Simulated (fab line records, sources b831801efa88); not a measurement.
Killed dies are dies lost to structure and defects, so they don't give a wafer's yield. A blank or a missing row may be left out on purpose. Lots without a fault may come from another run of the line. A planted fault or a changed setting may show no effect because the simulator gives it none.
A struck lot beside a sound one | flow gf180mcu | 46 steps out of a route of 602
Sound: wafers L810.2, L810.3, L810.4. Struck: wafers L822.2, L822.4, L822.5. The cause comes at the end.
At each step with rows: each side's tool, then ch and its chambers, then its first start. Under that, the readings that differ: sound wafers | struck wafers | difference of the means | sigmas: that difference in standard deviations of wafers without a fault.
alike: readings whose means differ by less than 2 such deviations, and words and numbers that are the same on both sides. not compared: withheld readings, readings that some wafer has no value for, bounds like >300 that may hide the same value, and numbers for which the record gives no deviation and whose values overlap.
The two part at a step that has a row with sigmas, a row that says differs or no value, or rows on one side only. Numbers that don't overlap but have no deviation are shown without sigmas and don't part them. A reading that every wafer of one side lacks parts them only if that side has two wafers or more.

first, 5 steps without rows for these wafers: GF_LVPWELL_COAT_02 (resist thk 3000 nm); GF_LVPWELL_SOFTBAKE_03; GF_LVPWELL_EXPOSE_04 (exposes mask LVPWELL, target cd 600 nm); GF_LVPWELL_PEB_05; GF_LVPWELL_DEVELOP_06 (develop time 60 s).
GF_LVPWELL_OVL_MEAS_07:
  sound on overlay-02, day 4 16:56; struck on overlay-02, day 7 14:06
  alike: LVPWELL_OVL
then, 2 steps without rows for these wafers: GF_LVPWELL_IMPLANT_08; GF_LVPWELL_IMPLANT_09.
GF_LVPWELL_STRIP_10: strips in O2/N2.
  sound on plasma_asher-01 ch 0,1, day 4 17:16; struck on plasma_asher-01 ch 1, day 7 14:26
  alike: drypump_motor_current_A, heater_power_w, oes_product_au, strip_time_to_endpoint_s
  not compared: rf_hours_counter_h
GF_LVPWELL_TW_MEAS_11:
  sound on film_metro-01, day 4 17:23; struck on film_metro-01, day 7 14:32
  alike: LVPWELL_TW
then, 2 steps without rows for these wafers: GF_MVSD_DEHYDRATE_00 (time 60 s); GF_MVSD_HMDS_01 (prime time 60 s).
GF_MVSD_COAT_02: resist thk 3000 nm.
  sound on litho_track-01 ch 0, day 5 00:13; struck on litho_track-04, day 7 21:34
  no value came back on the struck wafers for chill_plate_temp_C (C), dispense_pressure_kPa (kPa); on the sound wafers chill_plate_temp_C (C) reads 22.81 22.88 22.88
then, 4 steps without rows for these wafers: GF_MVSD_SOFTBAKE_03; GF_MVSD_EXPOSE_04 (exposes mask MVSD, target cd 1000 nm); GF_MVSD_PEB_05; GF_MVSD_DEVELOP_06 (develop time 60 s).
GF_MVSD_OVL_MEAS_07:
  sound on overlay-02, day 5 07:32; struck on overlay-01, day 8 05:48
  reading       | sound        | struck | difference                    | sigmas
  MVSD_OVL (nm) | 0.2 0.9 -0.2 | - - -  | no value on the struck wafers |
then, 2 steps without rows for these wafers: GF_MVSD_IMPLANT_08; GF_MVSD_IMPLANT_09.
GF_MVSD_STRIP_10: strips in O2/N2.
  sound on plasma_asher-04 ch 0,1, day 5 07:52; struck on plasma_asher-03 ch 0,1, day 8 06:08
  no value came back on the struck wafers for oes_product_au (a.u.), strip_time_to_endpoint_s (s); on the sound wafers oes_product_au (a.u.) reads 0.725 0.716 0.719
  alike: drypump_motor_current_A, heater_power_w
  not compared: rf_hours_counter_h
GF_MVSD_TW_MEAS_11:
  sound on film_metro-01, day 5 07:59; struck on film_metro-01, day 8 06:14
  alike: MVSD_TW
then, 7 steps without rows for these wafers: GF_MVPSD_DEHYDRATE_00 (time 60 s); GF_MVPSD_HMDS_01 (prime time 60 s); GF_MVPSD_COAT_02 (resist thk 3000 nm); GF_MVPSD_SOFTBAKE_03; GF_MVPSD_EXPOSE_04 (exposes mask MVPSD, target cd 1000 nm); GF_MVPSD_PEB_05; GF_MVPSD_DEVELOP_06 (develop time 60 s).
GF_MVPSD_OVL_MEAS_07:
  sound on overlay-01, day 5 21:48; struck on overlay-01, day 8 22:09
  alike: MVPSD_OVL
then, 2 steps without rows for these wafers: GF_MVPSD_IMPLANT_08; GF_MVPSD_IMPLANT_09.
GF_MVPSD_STRIP_10: strips in O2/N2.
  sound on plasma_asher-01 ch 0,1, day 5 22:08; struck on plasma_asher-02 ch 0,1, day 8 22:29
  alike: drypump_motor_current_A, heater_power_w, oes_product_au, strip_time_to_endpoint_s
  not compared: rf_hours_counter_h
GF_MVPSD_TW_MEAS_11:
  sound on film_metro-01, day 5 22:14; struck on film_metro-01, day 8 22:35
  reading  | sound       | struck         | difference | sigmas
  MVPSD_TW | 562 563 559 | 1617 1611 1609 | +1051      | +99 or more
then, 7 steps without rows for these wafers: GF_VT_IMPLANT_DEHYDRATE_00 (time 60 s); GF_VT_IMPLANT_HMDS_01 (prime time 60 s); GF_VT_IMPLANT_COAT_02 (resist thk 1000 nm); GF_VT_IMPLANT_SOFTBAKE_03 (time 60 s); GF_VT_IMPLANT_EXPOSE_04 (exposes mask LVPWELL LV AREA, target cd 600 nm); GF_VT_IMPLANT_PEB_05; GF_VT_IMPLANT_DEVELOP_06 (develop time 60 s).
GF_VT_IMPLANT_OVL_MEAS_07:
  sound on overlay-01, day 6 13:32; struck on overlay-02, day 9 14:54
  alike: VT_IMPLANT_OVL
GF_VT_IMPLANT_TW_MEAS_10:
  sound on film_metro-01, day 6 13:50; struck on film_metro-04, day 9 15:11
  reading       | sound       | struck         | difference | sigmas
  VT_IMPLANT_TW | 567 567 566 | 1584 1584 1589 | +1019      | +99 or more
GF_VT_IMPLANT_TW_MEAS_21:
  sound on film_metro-04, day 7 05:56; struck on film_metro-01, day 10 08:59
  reading         | sound          | struck         | difference | sigmas
  VT_IMPLANT_2_TW | 1185 1189 1187 | 1795 1790 1789 | +604       | +50
GF_VT_IMPLANT_TW_MEAS_32:
  sound on film_metro-04, day 7 21:50; struck on film_metro-04, day 11 03:17
  reading         | sound             | struck               | difference | sigmas
  VT_IMPLANT_3_TW | 264.8 264.3 263.0 | 1572.0 1560.7 1572.2 | +1304.3    | +99 or more
GF_VT_IMPLANT_TW_MEAS_43:
  sound on film_metro-01, day 8 13:59; struck on film_metro-01, day 11 22:08
  reading         | sound       | struck         | difference | sigmas
  VT_IMPLANT_4_TW | 694 696 696 | 1627 1626 1638 | +935       | +99 or more

WHERE THEY PART
First at GF_MVSD_COAT_02; last, within this record, at GF_VT_IMPLANT_TW_MEAS_43.

WHY: what the simulator had put in
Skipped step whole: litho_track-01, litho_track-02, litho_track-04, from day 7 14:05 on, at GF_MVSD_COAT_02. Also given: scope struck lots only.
